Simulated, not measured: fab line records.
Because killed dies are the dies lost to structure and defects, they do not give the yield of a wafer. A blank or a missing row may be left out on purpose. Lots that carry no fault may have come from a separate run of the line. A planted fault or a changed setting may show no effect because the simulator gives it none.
fab line records	flow sky130
record lots=10	wafers=30	last-day=51
route steps=708 shown VIA3@575 CAP2M@605 PAD_OPEN@708
lots that met no fault: taken from a fault-free run of the same line
start-h: hours from the record's first day to the start of the lot's first wafer shown	wait-h: hours elapsed since this lot's preceding step	" as in the row above	L1.1+2: a single row standing in for several wafers	- either no value or no given start	* or withheld: withheld	< > ~ a bound
route shown NAME@n: names a module that has steps shown in the file, with the first one's number in the route	usual: mean/standard deviation of fault-free wafers	same: alike in all rows	chamber/n: place in a boat	sites: readings site by site	_std_site: standard deviation of those values	_edge_site: outer sites' mean less inner sites'	radius-mm: for every site, how far away it sits from the centre of the wafer	mask NAME#n: copy n	behind: tool/chamber where the wafer was last shaped	hold: why the lot was held/for how many hours/how that ended	device: whichever transistor did not switch (one of n, p or np)	end of line: tests of these same wafers at the route's end	a step without rows: its recipe alone	killed: count of dies lost to structure and defects at first sort (not the wafer's yield)	map: the dies of a wafer, with x for killed, . for not killed, _ for no die there
set.NAME: the setting that was run; set.NAME@STEP: the one run at that earlier step	model.NAME: the simulator's own value behind a step, which no gauge read
route steps across a sampled set of lots; one table per step, one row per wafer
services: from which hour (start-h, from the record's first day; less than 0 if before it) a tool's chamber was out of use, for how many hours, and why
## steps
# step SKY_VIA3_CMP_02
# recipe material=SiO2	down-force-psi=4	platen-rpm=60	pad-velocity-m-s=0.94248
# usual motor-current-A=12.3/0.88
lot.wafer	tool	chamber	start-h	wait-h	motor-current-A
L722.3	cmp-02	2	942.18	0.0	10.8
L722.1	"	3	"	"	12.9
L722.2	"	0	"	"	11.5
L725.2	cmp-01	0	978.03	0.0	12.8
L725.1	"	1	"	"	11.5
L725.5	"	1	"	"	11.4
L726.4	cmp-02	2	980.85	0.2	10.5
L726.6	"	3	"	"	13.3
L726.5	"	0	"	"	11.4
L728.1	cmp-01	1	986.91	0.1	11.4
L728.2	"	3	"	"	13.1
L728.6	"	1	"	"	11.5
L730.1	cmp-02	1	1006.23	0.1	13.3
L730.3	"	3	"	"	13.0
L730.6	"	2	"	"	10.8
L739.2	cmp-01	1	1056.96	0.0	11.1
L739.3	"	3	"	"	12.8
L739.6	"	2	"	"	12.6
L740.1	cmp-02	1	1062.57	0.1	13.6
L740.3	"	2	"	"	10.9
L740.4	"	3	"	"	12.9
L742.2	cmp-01	2	1073.34	0.3	12.9
L742.1	"	3	"	"	12.2
L742.6	"	1	"	"	11.0
L744.2	cmp-02	0	1086.91	0.3	12.3
L744.3	"	3	"	"	13.8
L744.6	"	0	"	"	12.2
L745.1	cmp-02	0	1091.76	0.1	11.3
L745.2	"	1	"	"	12.0
L745.3	"	2	"	"	11.4
# step SKY_VIA3_CMP_24
# recipe stop-on=SiO2	t-overpolish-s=20	down-force-psi=3.5	platen-rpm=60	target-thk-nm=0	pad-velocity-m-s=0.94248
# usual motor-current-A=11.2/0.71	overpolish-run-s=19.999/0.0098	time-to-endpoint-s=95/4.6
lot.wafer	tool	chamber	start-h	wait-h	motor-current-A	overpolish-run-s	time-to-endpoint-s
L722.3	cmp-01	0	969.03	0.0	11.4	20.004	97
L722.1	"	1	"	"	10.6	19.992	96
L722.2	"	3	"	"	11.6	20.001	98
L725.1	cmp-01	0	1004.46	0.1	12.0	20.010	93
L725.2	"	2	"	"	11.3	20.007	90
L725.5	"	1	"	"	10.8	20.010	101
L726.4	cmp-02	2	1006.97	0.1	10.4	19.997	97
L726.5	"	0	"	"	10.8	20.011	88
L726.6	"	1	"	"	12.1	20.012	88
L728.1	cmp-02	1	1013.35	0.1	11.7	20.003	96
L728.2	"	3	"	"	12.0	20.010	90
L728.6	"	1	"	"	11.5	19.998	91
L730.3	cmp-01	3	1033.02	0.1	11.0	19.997	96
L730.1	"	0	"	"	11.8	19.999	92
L730.6	"	2	"	"	11.4	19.991	84
L739.2	cmp-01	0	1081.10	0.0	10.8	20.012	99
L739.3	"	1	"	"	10.8	19.983	98
L739.6	"	1	"	"	10.6	19.989	99
L740.1	cmp-02	3	1086.61	0.1	11.9	20.006	94
L740.3	"	1	"	"	11.7	20.005	92
L740.4	"	2	"	"	10.1	20.006	100
L742.2	cmp-01	2	1097.78	0.0	11.7	19.979	83
L742.1	"	0	"	"	11.9	19.996	93
L742.6	"	3	"	"	11.5	19.976	94
L744.2	cmp-01	1	1109.61	0.0	9.6	19.989	95
L744.3	"	2	"	"	11.3	20.013	89
L744.6	"	1	"	"	10.4	20.010	98
L745.1	cmp-02	3	1114.54	0.1	12.3	20.002	96
L745.2	"	0	"	"	11.0	20.006	90
L745.3	"	2	"	"	10.3	20.004	99
# step SKY_CAP2M_SPUTTER_02
# recipe material=TiN	target-thk-nm=200	temp-c=300	power-w=6500	time-s=166.7	chamber-pressure-pa=0.4
# usual chamber-pressure-pa=0.3999/0.00077	susceptor-temp-C=300.03/0.19	throttle-valve-pct=30.1/1.1
lot.wafer	tool	chamber	start-h	wait-h	chamber-pressure-pa	susceptor-temp-C	throttle-valve-pct
L722.1	pvd-sputter-01	-	969.57	0.1	0.4001	299.93	29.6
L722.2	"	-	"	"	0.3985	300.35	30.2
L722.3	"	-	"	"	0.3996	299.92	27.4
L725.1	pvd-sputter-01	-	1005.00	0.1	0.3996	300.27	29.8
L725.2	"	-	"	"	0.4000	299.87	30.4
L725.5	"	-	"	"	0.4002	299.86	30.0
L726.4	pvd-sputter-01	-	1007.41	0.0	0.4013	300.07	27.7
L726.5	"	-	"	"	0.4004	300.01	29.8
L726.6	"	-	"	"	0.3998	300.15	27.9
L728.1	pvd-sputter-01	-	1013.83	0.1	0.3992	300.06	30.1
L728.2	"	-	"	"	0.3995	300.04	30.9
L728.6	"	-	"	"	0.5766	300.05	23.4
L730.1	pvd-sputter-02	-	1033.46	0.1	0.4002	300.00	31.0
L730.3	"	-	"	"	0.4012	299.98	30.4
L730.6	"	-	"	"	0.3994	299.99	30.0
L739.2	pvd-sputter-03	-	1081.63	0.0	0.3992	300.29	29.4
L739.3	"	-	"	"	0.3985	299.96	30.4
L739.6	"	-	"	"	0.3992	300.22	29.6
L740.1	pvd-sputter-02	-	1087.15	0.1	0.4004	299.94	30.2
L740.3	"	-	"	"	0.3998	299.71	29.9
L740.4	"	-	"	"	0.4008	300.13	31.9
L742.1	pvd-sputter-03	-	1098.32	0.1	0.4009	300.24	32.1
L742.2	"	-	"	"	0.3997	300.09	30.1
L742.6	"	-	"	"	0.4003	300.12	31.7
L744.2	pvd-sputter-01	-	1110.15	0.0	0.3997	300.10	28.0
L744.3	"	-	"	"	0.3999	299.51	30.3
L744.6	"	-	"	"	0.4015	299.67	30.4
L745.1	pvd-sputter-01	-	1115.11	0.1	0.4000	299.86	30.5
L745.2	"	-	"	"	0.4009	300.32	30.9
L745.3	"	-	"	"	0.3997	299.83	28.0
# step SKY_CAP2M_RS_MEAS_03
# recipe thk-meas-gauge=four-point-probe	reads=TiN_of_CAP2M_SPUTTER_02
# usual CAP2M_TIN_RS=6.91/0.077
lot.wafer	tool	chamber	start-h	wait-h	CAP2M_TIN_RS[ohm/sq]
L722.1	film-metro-04	-	969.68	0.1	6.91
L722.2	"	-	"	"	6.90
L722.3	"	-	"	"	6.87
L725.1	film-metro-02	-	1005.11	0.1	6.94
L725.2	"	-	"	"	6.88
L725.5	"	-	"	"	6.89
L726.4	film-metro-02	-	1007.58	0.1	6.98
L726.5	"	-	"	"	6.95
L726.6	"	-	"	"	6.96
L728.1	film-metro-04	-	1013.94	0.1	6.81
L728.2	"	-	"	"	6.80
L728.6	"	-	"	"	7.23
L730.1	film-metro-02	-	1033.57	0.1	6.89
L730.3	"	-	"	"	6.95
L730.6	"	-	"	"	6.98
L739.2	film-metro-01	-	1081.76	0.1	6.96
L739.3	"	-	"	"	7.05
L739.6	"	-	"	"	7.02
L740.1	film-metro-02	-	1087.26	0.1	6.95
L740.3	"	-	"	"	6.98
L740.4	"	-	"	"	6.95
L742.1	film-metro-01	-	1098.42	0.1	7.05
L742.2	"	-	"	"	7.04
L742.6	"	-	"	"	7.02
L744.2	film-metro-01	-	1110.29	0.1	6.99
L744.3	"	-	"	"	6.94
L744.6	"	-	"	"	6.94
L745.1	film-metro-02	-	1115.24	0.1	6.84
L745.2	"	-	"	"	6.77
L745.3	"	-	"	"	6.88
# step SKY_CAP2M_METAL_ETCH_13
# recipe target-depth-nm=220	stop-on=SiO2	chemistry=Cl2/BCl3	target=TiN	pressure-mtorr=10	icp-w=900	bias-w=48.5	Cl2_flow_sccm=60	bcl3-flow-sccm=30	time-s=62.9
# usual drypump-motor-current-A=5.9/0.42	oes-product-au=0.940/0.0076	throttle-valve-pct=21.902/0.0097
lot.wafer	tool	chamber	start-h	wait-h	drypump-motor-current-A	oes-product-au	rf-hours-counter-h	throttle-valve-pct
L722.1	rie-metal-03	0	994.09	0.0	5.5	0.933	14	21.916
L722.2	"	1	"	"	6.4	0.946	2	21.908
L722.3	"	1	"	"	6.4	0.946	-	21.899
L725.1	rie-metal-02	1	1029.09	0.0	6.3	0.934	16	21.902
L725.2	"	0	"	"	5.4	0.939	10	21.920
L725.5	"	0	"	"	5.3	0.943	-	21.902
L726.4	rie-metal-02	0	1031.66	0.0	5.3	0.935	-	21.897
L726.5	"	1	"	"	6.3	0.941	-	21.908
L726.6	"	0	"	"	5.3	0.934	-	21.890
L728.1	rie-metal-03	1	1037.94	0.0	6.4	0.948	5	21.903
L728.2	"	0	"	"	5.5	0.959	16	21.907
L728.6	"	0	"	"	5.5	0.917	-	21.913
L730.1	rie-metal-03	1	1056.79	0.0	6.3	0.931	6	21.907
L730.3	"	1	"	"	6.3	0.935	-	21.912
L730.6	"	0	"	"	5.5	0.938	-	21.900
L739.2	rie-metal-04	0	1103.99	0.0	5.5	0.935	11	21.896
L739.3	"	0	"	"	5.5	0.935	-	21.904
L739.6	"	0	"	"	5.5	0.937	-	21.911
L740.1	rie-metal-03	0	1108.74	0.0	5.5	0.935	21	21.904
L740.3	"	1	"	"	6.4	0.940	-	21.907
L740.4	"	0	"	"	5.5	0.936	-	21.907
L742.1	rie-metal-03	1	1119.39	0.0	6.4	0.935	10	21.924
L742.2	"	0	"	"	5.5	0.924	21	21.913
L742.6	"	0	"	"	5.5	0.936	-	21.907
L744.2	rie-metal-03	0	1131.39	0.0	5.5	0.938	22	21.914
L744.3	"	0	"	"	5.5	0.936	-	21.901
L744.6	"	0	"	"	5.5	0.931	-	21.888
L745.1	rie-metal-02	0	1135.19	0.0	5.4	0.948	16	21.887
L745.2	"	1	"	"	6.3	0.948	22	21.895
L745.3	"	0	"	"	5.3	0.948	-	21.902
# step SKY_CAP2M_STRIP_14
# recipe chemistry=O2/N2	power-w=1400	pressure-mtorr=1500	platen-temp-c=withheld	o2-flow-sccm=3000	n2-flow-sccm=300	overash-fraction=0.5
# usual drypump-motor-current-A=5.7/0.48	oes-product-au=0.710/0.0046	strip-time-to-endpoint-s=12.67/0.044
lot.wafer	tool	chamber	start-h	wait-h	drypump-motor-current-A	oes-product-au	rf-hours-counter-h	strip-time-to-endpoint-s
L722.1	plasma-asher-04	1	994.17	0.1	5.4	0.709	54	12.74
L722.2	"	0	"	"	5.8	0.716	54	12.71
L722.3	"	0	"	"	5.8	0.708	-	12.70
L725.1	plasma-asher-04	1	1029.16	0.1	5.4	0.705	58	12.64
L725.2	"	0	"	"	5.8	0.714	58	12.65
L725.5	"	0	"	"	5.8	0.712	-	12.69
L726.4	plasma-asher-03	0	1031.75	0.1	5.8	0.707	-	12.67
L726.5	"	0	"	"	5.8	0.715	-	12.61
L726.6	"	1	"	"	5.1	0.715	-	12.66
L728.1	plasma-asher-03	0	1038.01	0.1	5.7	0.702	122	12.69
L728.2	"	1	"	"	5.1	0.708	122	12.66
L728.6	"	1	"	"	5.1	0.713	-	12.62
L730.1	plasma-asher-04	1	1056.86	0.1	5.4	0.707	61	12.67
L730.3	"	0	"	"	5.8	0.716	-	12.68
L730.6	"	1	"	"	5.4	0.709	-	12.66
L739.2	plasma-asher-01	1	1104.07	0.1	6.7	0.702	35	12.67
L739.3	"	1	"	"	6.6	0.709	-	12.68
L739.6	"	1	"	"	6.6	0.719	-	12.69
L740.1	plasma-asher-01	1	1108.81	0.1	6.6	0.724	35	12.68
L740.3	"	1	"	"	6.6	0.709	-	12.67
L740.4	"	0	"	"	5.8	0.716	-	12.67
L742.1	plasma-asher-03	1	1119.46	0.1	5.1	0.715	6	12.74
L742.2	"	0	"	"	5.8	0.709	6	12.67
L742.6	"	1	"	"	5.1	0.703	-	12.72
L744.2	plasma-asher-04	1	1131.47	0.1	5.4	0.718	69	12.72
L744.3	"	0	"	"	5.8	0.713	-	12.75
L744.6	"	0	"	"	5.8	0.713	-	12.68
L745.1	plasma-asher-01	0	1135.27	0.1	5.8	0.708	38	12.66
L745.2	"	1	"	"	6.6	0.715	38	12.67
L745.3	"	1	"	"	6.6	0.712	-	12.70
# step SKY_PAD_OPEN_PROBE_99
# usual defect-limited-yield=82.5/1.9	killed_at_M0_to_M3=43/6.4	killed_at_M4_up=3.3/1.9	killed-at-contacts=24/5.7	killed-at-front-end=15/4.7	killed-at-other=0.3/0.48	killed-dies=86/9.2	killed-open=47/7	killed-short=39/6.5	sort_bin_3_pad_short=0.8/0.38	sort_bin_5_function=10.3/1.4	sort_bin_6_memory=6.3/1.1	sort-n-pass=406/9.2	sort-yield-pct=82.5/1.9
# same gross-dies=492	killed-at-back-side=0	sort_bin_4_leakage[%]=0	sort_bin_8_speed[%]=0
lot.wafer	tool	chamber	start-h	wait-h	defect-limited-yield[%]	killed_at_M0_to_M3	killed_at_M4_up	killed-at-contacts	killed-at-front-end	killed-at-other	killed-dies	killed-open	killed-short	sort_bin_3_pad_short[%]	sort_bin_5_function[%]	sort_bin_6_memory[%]	sort-n-pass	sort-yield-pct[%]
L739.2	prober-01	-	1205.11	0.1	81.3	39	3	24	26	0	92	44	48	1.0	10.4	7.3	400	81.3
L739.3	prober-01	-	1205.16	0.2	84.8	33	1	26	15	0	75	40	33	0.8	7.5	6.9	417	84.8
L739.6	prober-01	-	1205.31	0.2	81.9	41	6	24	18	0	89	45	44	1.2	11.4	5.5	403	81.9
L740.4	prober-02	-	1208.81	0.2	78.9	61	4	26	13	0	104	57	47	1.4	11.8	7.9	388	78.9
L742.1	prober-02	-	1215.08	0.1	83.5	40	1	30	10	0	81	46	35	1.2	9.1	6.1	411	83.5
L742.2	prober-02	-	1215.13	0.1	84.3	40	5	22	10	0	77	41	36	0.8	8.3	6.5	415	84.3
L742.6	prober-02	-	1215.33	0.2	86.0	39	2	17	10	1	69	44	25	0.4	8.7	4.9	423	86.0
L745.1	prober-01	-	1228.77	0.1	81.3	54	3	21	14	0	92	46	46	0.6	10.0	8.1	400	81.3
L745.2	prober-01	-	1228.82	0.1	82.7	39	3	27	16	0	85	46	39	0.6	11.4	5.3	407	82.7
L745.3	prober-01	-	1228.87	0.2	82.3	43	3	23	18	0	87	42	45	0.8	10.2	6.7	405	82.3
# killed by level:class
L739.2 VIA1:geometric-particle:open=8 FIELD_ISO:geometric-particle:short=7 METAL2:geometric-particle:short=7 LI_CONTACT:geometric-particle:open=7 FIELD_ISO:geometric-particle:open=5 CONTACT:geometric-particle:open=5 VIA3:geometric-particle:open=5 POLY_GATE:geometric-particle:short=4
L739.3 CONTACT:geometric-particle:open=8 LI_CONTACT:geometric-particle:open=7 CONTACT:geometric-particle:short=6 VIA3:geometric-particle:open=6 FIELD_ISO:geometric-particle:short=4 VIA2:geometric-particle:open=4 METAL1:geometric-particle:short=4 VIA1:geometric-particle:open=4
L739.6 VIA1:geometric-particle:open=9 FIELD_ISO:geometric-particle:open=7 METAL2:geometric-particle:short=7 LOCAL_INTERCONNECT:geometric-particle:short=6 FIELD_ISO:geometric-particle:short=5 LI_CONTACT:geometric-particle:open=5 VIA1:geometric-particle:short=5 VIA2:geometric-particle:open=5
L740.4 VIA1:geometric-particle:open=15 CONTACT:geometric-particle:open=12 VIA2:geometric-particle:open=11 VIA1:geometric-particle:short=10 LI_CONTACT:geometric-particle:short=6 METAL1:geometric-particle:short=6 VIA3:geometric-particle:open=6 FIELD_ISO:geometric-particle:short=4
L742.1 VIA1:geometric-particle:open=11 LI_CONTACT:geometric-particle:open=9 CONTACT:geometric-particle:open=8 VIA3:geometric-particle:open=6 FIELD_ISO:geometric-particle:short=5 VIA1:geometric-particle:short=5 LOCAL_INTERCONNECT:geometric-particle:short=4 CONTACT:geometric-particle:short=4
L742.2 VIA3:geometric-particle:open=10 CONTACT:geometric-particle:open=9 VIA1:geometric-particle:open=7 METAL1:geometric-particle:short=6 METAL2:geometric-particle:short=6 LI_CONTACT:geometric-particle:open=5 VIA2:geometric-particle:open=5 POLY_GATE:geometric-particle:short=3
L742.6 VIA1:geometric-particle:open=10 VIA3:geometric-particle:open=9 VIA2:geometric-particle:open=8 LI_CONTACT:geometric-particle:open=5 CONTACT:geometric-particle:open=4 CONTACT:geometric-particle:short=4 METAL2:geometric-particle:short=4 POLY_GATE:geometric-particle:open=3
L745.1 VIA1:geometric-particle:open=13 LI_CONTACT:geometric-particle:open=9 METAL2:geometric-particle:short=9 CONTACT:geometric-particle:open=7 VIA2:geometric-particle:short=6 VIA2:geometric-particle:open=6 VIA1:geometric-particle:short=5 POLY_GATE:geometric-particle:open=4
L745.2 LI_CONTACT:geometric-particle:open=11 VIA1:geometric-particle:open=9 CONTACT:geometric-particle:open=8 METAL2:geometric-particle:short=7 VIA1:geometric-particle:short=6 FIELD_ISO:geometric-particle:short=5 POLY_GATE:geometric-particle:short=4 LOCAL_INTERCONNECT:geometric-particle:short=4
L745.3 VIA1:geometric-particle:open=14 VIA1:geometric-particle:short=9 FIELD_ISO:geometric-particle:short=7 CONTACT:geometric-particle:open=7 CONTACT:geometric-particle:short=6 METAL2:geometric-particle:short=6 FIELD_ISO:geometric-particle:open=5 VIA2:geometric-particle:open=4
## services
tool	chamber	start-h	hours	kind
rie-metal-03	1	933.95	-	clean
rie-metal-03	1	933.95	16.7	scheduled-down
rie-metal-03	1	933.95	16.7	vent-cycle
plasma-asher-01	-	948.24	6.2	repair
plasma-asher-01	-	954.40	28.1	pm
plasma-asher-04	-	962.85	11.0	pm
cmp-01	-	974.44	2.2	repair
pvd-sputter-01	-	977.75	1.7	repair
cmp-01	-	1001.19	1.8	repair
plasma-asher-01	-	1012.46	2.9	repair
pvd-sputter-01	-	1022.04	2.3	repair
plasma-asher-03	-	1055.25	9.0	pm
cmp-02	-	1057.03	1.1	repair
pvd-sputter-03	-	1066.26	3.9	repair
cmp-01	-	1084.03	4.0	pm
cmp-01	-	1088.03	-	consumable-replace:conditioner
cmp-01	-	1088.03	-	consumable-replace:pad
pvd-sputter-01	-	1090.70	10.6	repair
cmp-02	-	1092.90	5.1	pm
plasma-asher-01	-	1093.24	3.8	repair
cmp-01	-	1114.54	0.3	repair
pvd-sputter-02	-	1120.94	3.7	repair
cmp-02	-	1126.44	1.2	repair
rie-metal-02	-	1132.69	1.4	pm
## key
first-sign step=SKY_CAP2M_SPUTTER_02	reading=chamber-pressure-pa	direction=up	sigmas=99+	usual=0.3999	struck=0.5766
effect step=SKY_CAP2M_SPUTTER_02	reading=throttle-valve-pct	direction=down	sigmas=6	usual=30.1	struck=23.4
effect step=SKY_CAP2M_RS_MEAS_03	reading=CAP2M_TIN_RS	direction=up	sigmas=4.2	usual=6.91	struck=7.23
effect step=SKY_CAP2M_METAL_ETCH_13	reading=oes-product-au	direction=down	sigmas=3.1	usual=0.940	struck=0.917
met-at SKY_CAP2M_SPUTTER_02
struck-lots L728
struck-wafers L728.6
not-acting-at SKY_VIA3_CMP_02,SKY_VIA3_CMP_24,SKY_CAP2M_STRIP_14
onset-between 1007.41 1013.83
fault kind=process-parameter-drift	tool=pvd-sputter-01	chamber=-	onset-h=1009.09	steps=SKY_CAP2M_SPUTTER_02	channel=chamber-pressure-pa	offset=0.17616	shape=step	end-h=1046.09	acts-in=these-recipes-only	stated=0.4	scope=struck-wafers-only
